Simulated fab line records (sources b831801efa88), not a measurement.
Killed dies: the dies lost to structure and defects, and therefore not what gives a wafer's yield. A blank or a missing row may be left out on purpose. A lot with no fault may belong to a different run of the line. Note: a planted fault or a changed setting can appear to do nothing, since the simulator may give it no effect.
What tool caused it? || flow sky130 || 11 lots, 33 wafers sampled, at 5 steps of a route of 708

WHAT THE GAUGES SHOWED, per wafer
SKY_POLY_GATE_THK_MEAS_21.
{"lot": "L144", "measured": "day 17 09:46", "on": "film_metro-02", "POLY_GATE_OXIDATION_THK (nm)": "4.10 4.02 4.17"}
{"lot": "L146", "measured": "day 18 07:28", "on": "film_metro-02", "POLY_GATE_OXIDATION_THK (nm)": "3.90 4.01 3.95"}
{"lot": "L147", "measured": "day 18 17:49", "on": "film_metro-04", "POLY_GATE_OXIDATION_THK (nm)": "4.07 4.04 4.05"}
{"lot": "L148", "measured": "day 19 00:59", "on": "film_metro-02", "POLY_GATE_OXIDATION_THK (nm)": "3.93 3.96 3.92"}
{"lot": "L152", "measured": "day 20 12:35", "on": "film_metro-02", "POLY_GATE_OXIDATION_THK (nm)": "4.09 4.08 4.15"}
{"lot": "L153", "measured": "day 21 00:05", "on": "film_metro-01", "POLY_GATE_OXIDATION_THK (nm)": "4.91 4.99 4.93"}
{"lot": "L154", "measured": "day 21 10:37", "on": "film_metro-01", "POLY_GATE_OXIDATION_THK (nm)": "4.91 4.97 4.97"}
{"lot": "L155", "measured": "day 21 17:48", "on": "film_metro-02", "POLY_GATE_OXIDATION_THK (nm)": "4.94 4.97 4.94"}
{"lot": "L160", "measured": "day 23 13:01", "on": "film_metro-01", "POLY_GATE_OXIDATION_THK (nm)": "3.99 4.06 4.00"}
{"lot": "L161", "measured": "day 23 15:05", "on": "film_metro-02", "POLY_GATE_OXIDATION_THK (nm)": "4.07 4.07 4.10"}
{"lot": "L164", "measured": "day 24 17:35", "on": "film_metro-02", "POLY_GATE_OXIDATION_THK (nm)": "3.88 3.93 3.99"}

SKY_LOCAL_INTERCONNECT_RS_MEAS_01: measures by four-point-probe.
{"lot": "L144", "measured": "day 30 02:09", "on": "film_metro-02", "LOCAL_INTERCONNECT_TIN_RS (ohm/sq)": "13.89 13.95 13.87"}
{"lot": "L146", "measured": "day 30 20:07", "on": "film_metro-01", "LOCAL_INTERCONNECT_TIN_RS (ohm/sq)": "13.85 14.07 13.94"}
{"lot": "L147", "measured": "day 31 11:41", "on": "film_metro-02", "LOCAL_INTERCONNECT_TIN_RS (ohm/sq)": "14.06 14.06 14.07"}
{"lot": "L148", "measured": "day 31 14:41", "on": "film_metro-01", "LOCAL_INTERCONNECT_TIN_RS (ohm/sq)": "14.25 14.27 14.21"}
{"lot": "L152", "measured": "day 32 22:37", "on": "film_metro-02", "LOCAL_INTERCONNECT_TIN_RS (ohm/sq)": "14.07 13.95 14.09"}
{"lot": "L153", "measured": "day 33 07:55", "on": "film_metro-02", "LOCAL_INTERCONNECT_TIN_RS (ohm/sq)": "14.28 14.29 14.31"}
{"lot": "L154", "measured": "day 33 17:02", "on": "film_metro-02", "LOCAL_INTERCONNECT_TIN_RS (ohm/sq)": "14.30 14.12 14.06"}
{"lot": "L155", "measured": "day 33 21:47", "on": "film_metro-01", "LOCAL_INTERCONNECT_TIN_RS (ohm/sq)": "14.21 14.19 14.18"}
{"lot": "L160", "measured": "day 35 13:52", "on": "film_metro-03", "LOCAL_INTERCONNECT_TIN_RS (ohm/sq)": "13.94 13.86 13.88"}
{"lot": "L161", "measured": "day 35 14:22", "on": "film_metro-02", "LOCAL_INTERCONNECT_TIN_RS (ohm/sq)": "14.02 14.17 14.20"}
{"lot": "L164", "measured": "day 36 14:20", "on": "film_metro-02", "LOCAL_INTERCONNECT_TIN_RS (ohm/sq)": "14.23 14.26 14.19"}

WHAT TOOL EACH LOT RAN ON (gives the tool, then ch and the chambers of the sampled wafers, and finally the start)
{"lot": "L144", "SKY_POLY_GATE_OXIDATION_20": "furnace-02 ch 0, day 17 08:31", "SKY_POLY_CUT_STRIP_12": "plasma_asher-02 ch 1, day 25 02:23", "SKY_LI_CONTACT_CMP_24": "cmp-02 ch 0,1, day 30 01:47"}
{"lot": "L146", "SKY_POLY_GATE_OXIDATION_20": "furnace-02 ch 0, day 18 06:13", "SKY_POLY_CUT_STRIP_12": "plasma_asher-04 ch 0,1, day 26 00:11", "SKY_LI_CONTACT_CMP_24": "cmp-01 ch 0,1,2, day 30 19:49"}
{"lot": "L147", "SKY_POLY_GATE_OXIDATION_20": "furnace-01 ch 0, day 18 16:34", "SKY_POLY_CUT_STRIP_12": "plasma_asher-03 ch 1, day 26 14:37", "SKY_LI_CONTACT_CMP_24": "cmp-01 ch 0,2, day 31 11:21"}
{"lot": "L148", "SKY_POLY_GATE_OXIDATION_20": "furnace-02 ch 0, day 18 23:44", "SKY_POLY_CUT_STRIP_12": "plasma_asher-02 ch 1, day 26 17:44", "SKY_LI_CONTACT_CMP_24": "cmp-02 ch 0,2, day 31 14:20"}
{"lot": "L152", "SKY_POLY_GATE_OXIDATION_20": "furnace-01 ch 0, day 20 11:20", "SKY_POLY_CUT_STRIP_12": "plasma_asher-03 ch 0,1, day 28 05:07", "SKY_LI_CONTACT_CMP_24": "cmp-02 ch 1,2,3, day 32 22:16"}
{"lot": "L153", "SKY_POLY_GATE_OXIDATION_20": "furnace-02 ch 0, day 20 22:50", "SKY_POLY_CUT_STRIP_12": "plasma_asher-02 ch 0,1, day 28 15:41", "SKY_LI_CONTACT_CMP_24": "cmp-01 ch 0,2, day 33 07:37"}
{"lot": "L154", "SKY_POLY_GATE_OXIDATION_20": "furnace-02 ch 0, day 21 09:20", "SKY_POLY_CUT_STRIP_12": "plasma_asher-03 ch 0,1, day 28 23:13", "SKY_LI_CONTACT_CMP_24": "cmp-01 ch 2,3, day 33 16:41"}
{"lot": "L155", "SKY_POLY_GATE_OXIDATION_20": "furnace-02 ch 0, day 21 16:32", "SKY_POLY_CUT_STRIP_12": "plasma_asher-02 ch 0,1, day 29 06:01", "SKY_LI_CONTACT_CMP_24": "cmp-01 ch 1,3, day 33 21:25"}
{"lot": "L160", "SKY_POLY_GATE_OXIDATION_20": "furnace-01 ch 0, day 23 11:45", "SKY_POLY_CUT_STRIP_12": "plasma_asher-02 ch 0,1, day 30 22:50", "SKY_LI_CONTACT_CMP_24": "cmp-02 ch 0,2,3, day 35 13:32"}
{"lot": "L161", "SKY_POLY_GATE_OXIDATION_20": "furnace-01 ch 0, day 23 13:50", "SKY_POLY_CUT_STRIP_12": "plasma_asher-04 ch 1, day 31 00:37", "SKY_LI_CONTACT_CMP_24": "cmp-02 ch 0,3, day 35 14:04"}
{"lot": "L164", "SKY_POLY_GATE_OXIDATION_20": "furnace-01 ch 0, day 24 16:20", "SKY_POLY_CUT_STRIP_12": "plasma_asher-02 ch 0,1, day 32 00:41", "SKY_LI_CONTACT_CMP_24": "cmp-01 ch 0,1,2, day 36 13:58"}
- SKY_POLY_GATE_OXIDATION_20: stabilise 600 s, purge 300 s, target thk 4 nm.
- SKY_POLY_CUT_STRIP_12: strips in O2/N2.
- SKY_LI_CONTACT_CMP_24: polishes, stops on PSG, t overpolish 20 s, target thk 0 nm.

AS READ BY THE TOOLS THEMSELVES (means over the sampled wafers that have a number; for cases with no such wafer, the mark the record gives instead)
SKY_POLY_GATE_OXIDATION_20.
{"lot": "L144", "tool": "furnace-02", "spike_tc_bottom_C (C)": 872.4, "spike_tc_centre_C (C)": 851.8, "spike_tc_lower_C (C)": 849.6, "spike_tc_top_C (C)": 859.4, "spike_tc_upper_C (C)": 847.5, "tube_center_temp_C (C)": 850.00, "tube_center_temp_C_max": 852.4}
{"lot": "L146", "tool": "furnace-02", "spike_tc_bottom_C (C)": 871.7, "spike_tc_centre_C (C)": 852.0, "spike_tc_lower_C (C)": 848.8, "spike_tc_top_C (C)": 859.5, "spike_tc_upper_C (C)": 848.6, "tube_center_temp_C (C)": 850.00, "tube_center_temp_C_max": 852.1}
{"lot": "L147", "tool": "furnace-01", "spike_tc_bottom_C (C)": 869.0, "spike_tc_centre_C (C)": 850.7, "spike_tc_lower_C (C)": 850.1, "spike_tc_top_C (C)": 859.2, "spike_tc_upper_C (C)": 851.6, "tube_center_temp_C (C)": 850.10, "tube_center_temp_C_max": 852.2}
{"lot": "L148", "tool": "furnace-02", "spike_tc_bottom_C (C)": 872.1, "spike_tc_centre_C (C)": 851.4, "spike_tc_lower_C (C)": 848.8, "spike_tc_top_C (C)": 860.9, "spike_tc_upper_C (C)": 848.6, "tube_center_temp_C (C)": 850.00, "tube_center_temp_C_max": 852.1}
{"lot": "L152", "tool": "furnace-01", "spike_tc_bottom_C (C)": 868.1, "spike_tc_centre_C (C)": 850.7, "spike_tc_lower_C (C)": 848.7, "spike_tc_top_C (C)": 859.9, "spike_tc_upper_C (C)": 850.9, "tube_center_temp_C (C)": 850.04, "tube_center_temp_C_max": 852.6}
{"lot": "L153", "tool": "furnace-02", "spike_tc_bottom_C (C)": 889.5, "spike_tc_centre_C (C)": 867.9, "spike_tc_lower_C (C)": 866.2, "spike_tc_top_C (C)": 877.5, "spike_tc_upper_C (C)": 864.5, "tube_center_temp_C (C)": 866.22, "tube_center_temp_C_max": 868.3}
{"lot": "L154", "tool": "furnace-02", "spike_tc_bottom_C (C)": 888.9, "spike_tc_centre_C (C)": 867.3, "spike_tc_lower_C (C)": 866.4, "spike_tc_top_C (C)": 876.4, "spike_tc_upper_C (C)": 864.1, "tube_center_temp_C (C)": 866.29, "tube_center_temp_C_max": 868.2}
{"lot": "L155", "tool": "furnace-02", "spike_tc_bottom_C (C)": 888.5, "spike_tc_centre_C (C)": 867.6, "spike_tc_lower_C (C)": 865.3, "spike_tc_top_C (C)": 876.2, "spike_tc_upper_C (C)": 864.7, "tube_center_temp_C (C)": 866.27, "tube_center_temp_C_max": 868.9}
{"lot": "L160", "tool": "furnace-01", "spike_tc_bottom_C (C)": 868.8, "spike_tc_centre_C (C)": 850.4, "spike_tc_lower_C (C)": 850.2, "spike_tc_top_C (C)": 857.9, "spike_tc_upper_C (C)": 849.9, "tube_center_temp_C (C)": 849.99, "tube_center_temp_C_max": 852.1}
{"lot": "L161", "tool": "furnace-01", "spike_tc_bottom_C (C)": 868.1, "spike_tc_centre_C (C)": 851.4, "spike_tc_lower_C (C)": 850.2, "spike_tc_top_C (C)": 859.7, "spike_tc_upper_C (C)": 850.7, "tube_center_temp_C (C)": 850.08, "tube_center_temp_C_max": 852.2}
{"lot": "L164", "tool": "furnace-01", "spike_tc_bottom_C (C)": 868.0, "spike_tc_centre_C (C)": 850.9, "spike_tc_lower_C (C)": 850.4, "spike_tc_top_C (C)": 859.0, "spike_tc_upper_C (C)": 850.9, "tube_center_temp_C (C)": 850.01, "tube_center_temp_C_max": 852.4}

SKY_POLY_CUT_STRIP_12.
{"lot": "L144", "tool": "plasma_asher-02", "drypump_motor_current_A (A)": 5.6, "oes_product_au (a.u.)": 0.454, "strip_time_to_endpoint_s (s)": 5.342}
{"lot": "L146", "tool": "plasma_asher-04", "drypump_motor_current_A (A)": 5.1, "oes_product_au (a.u.)": 0.453, "strip_time_to_endpoint_s (s)": 5.385}
{"lot": "L147", "tool": "plasma_asher-03", "drypump_motor_current_A (A)": 6.5, "oes_product_au (a.u.)": 0.454, "strip_time_to_endpoint_s (s)": 5.364}
{"lot": "L148", "tool": "plasma_asher-02", "drypump_motor_current_A (A)": 5.5, "oes_product_au (a.u.)": 0.452, "strip_time_to_endpoint_s (s)": 5.368}
{"lot": "L152", "tool": "plasma_asher-03", "drypump_motor_current_A (A)": 6.3, "oes_product_au (a.u.)": 0.454, "strip_time_to_endpoint_s (s)": 5.368}
{"lot": "L153", "tool": "plasma_asher-02", "drypump_motor_current_A (A)": 5.5, "oes_product_au (a.u.)": 0.452, "strip_time_to_endpoint_s (s)": 5.349}
{"lot": "L154", "tool": "plasma_asher-03", "drypump_motor_current_A (A)": 6.4, "oes_product_au (a.u.)": 0.452, "strip_time_to_endpoint_s (s)": 5.351}
{"lot": "L155", "tool": "plasma_asher-02", "drypump_motor_current_A (A)": 5.6, "oes_product_au (a.u.)": 0.452, "strip_time_to_endpoint_s (s)": 5.334}
{"lot": "L160", "tool": "plasma_asher-02", "drypump_motor_current_A (A)": 5.5, "oes_product_au (a.u.)": 0.452, "strip_time_to_endpoint_s (s)": 5.357}
{"lot": "L161", "tool": "plasma_asher-04", "drypump_motor_current_A (A)": 5.4, "oes_product_au (a.u.)": 0.450, "strip_time_to_endpoint_s (s)": 5.357}
{"lot": "L164", "tool": "plasma_asher-02", "drypump_motor_current_A (A)": 5.6, "oes_product_au (a.u.)": 0.453, "strip_time_to_endpoint_s (s)": 5.340}

SKY_LI_CONTACT_CMP_24.
{"lot": "L144", "tool": "cmp-02", "motor_current_A (A)": 11.8, "overpolish_run_s (s)": 20.000, "time_to_endpoint_s (s)": 99}
{"lot": "L146", "tool": "cmp-01", "motor_current_A (A)": 10.8, "overpolish_run_s (s)": 19.995, "time_to_endpoint_s (s)": 96}
{"lot": "L147", "tool": "cmp-01", "motor_current_A (A)": 10.2, "overpolish_run_s (s)": 20.006, "time_to_endpoint_s (s)": 101}
{"lot": "L148", "tool": "cmp-02", "motor_current_A (A)": 12.8, "overpolish_run_s (s)": 20.011, "time_to_endpoint_s (s)": 94}
{"lot": "L152", "tool": "cmp-02", "motor_current_A (A)": 11.2, "overpolish_run_s (s)": 19.999, "time_to_endpoint_s (s)": 100}
{"lot": "L153", "tool": "cmp-01", "motor_current_A (A)": 11.1, "overpolish_run_s (s)": 20.000, "time_to_endpoint_s (s)": 100}
{"lot": "L154", "tool": "cmp-01", "motor_current_A (A)": 11.6, "overpolish_run_s (s)": 20.002, "time_to_endpoint_s (s)": 99}
{"lot": "L155", "tool": "cmp-01", "motor_current_A (A)": 11.0, "overpolish_run_s (s)": 19.997, "time_to_endpoint_s (s)": 99}
{"lot": "L160", "tool": "cmp-02", "motor_current_A (A)": 12.2, "overpolish_run_s (s)": 19.998, "time_to_endpoint_s (s)": 98}
{"lot": "L161", "tool": "cmp-02", "motor_current_A (A)": 11.5, "overpolish_run_s (s)": 19.999, "time_to_endpoint_s (s)": 98}
{"lot": "L164", "tool": "cmp-01", "motor_current_A (A)": 10.5, "overpolish_run_s (s)": 20.001, "time_to_endpoint_s (s)": 97}

THE ANSWER, worked out from the rows above alone
Rule: usual is defined by the lots themselves. The widest of any qualifying gaps counts: lots, ordered by their means at a reading, are off when they make up no more than a third of the lots, leave a main group of 4 or more, and stand apart from it by 3 or more times the standard deviation of that group's means. A main group is skipped when, at the precision printed for the reading in the tables above, its means are all equal. Also off: a lot with no number at a reading for which 4 or more lots have one. All remaining lots with rows at the step are treated as sound. After the gauges, taken in route order, come the tools' own readings; for these a lot's mean is taken, as printed above. The first step at which some lot is off is used, and at that step the reading that is off furthest; a lot without a number counts as furthest.
Off: at SKY_POLY_GATE_THK_MEAS_21 (POLY_GATE_OXIDATION_THK), L153, L154, L155. The main group: mean 4.02 nm, standard deviation 0.068.
If a tool, at a process step before that reading, ran all the lots that are off and no sound lot after the first of them, it fits. Not tried: the gauges at SKY_POLY_GATE_THK_MEAS_21; whatever is off there is also off at SKY_POLY_GATE_OXIDATION_20, on other tools, and gauge error can't account for it. One candidate fits, namely furnace-02 at SKY_POLY_GATE_OXIDATION_20. Its last sound lot is L148 (day 18 23:44), its first lot that is off L153 (day 20 22:50): a fault that began between those two fits.
The tool's own readings at SKY_POLY_GATE_OXIDATION_20 bear it out: on the lots that are off they differ by more than 5 times the standard deviation of the sound lots' means. spike_tc_bottom_C reads 889.0 C there against 869.8 C on the sound lots; spike_tc_centre_C reads 867.6 C there against 851.2 C on the sound lots; spike_tc_lower_C reads 866.0 C there against 849.6 C on the sound lots; spike_tc_top_C reads 876.7 C there against 859.4 C on the sound lots; spike_tc_upper_C reads 864.4 C there against 849.8 C on the sound lots; tube_center_temp_C reads 866.26 C there against 850.03 C on the sound lots; tube_center_temp_C_max reads 868.5 there against 852.3 on the sound lots.

WHAT WAS PUT IN BY THE SIMULATOR
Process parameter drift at SKY_POLY_GATE_OXIDATION_20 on furnace-02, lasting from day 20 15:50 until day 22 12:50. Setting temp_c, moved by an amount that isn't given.
Lots struck among those shown: L153, L154, L155. This agrees with what the rule above found.
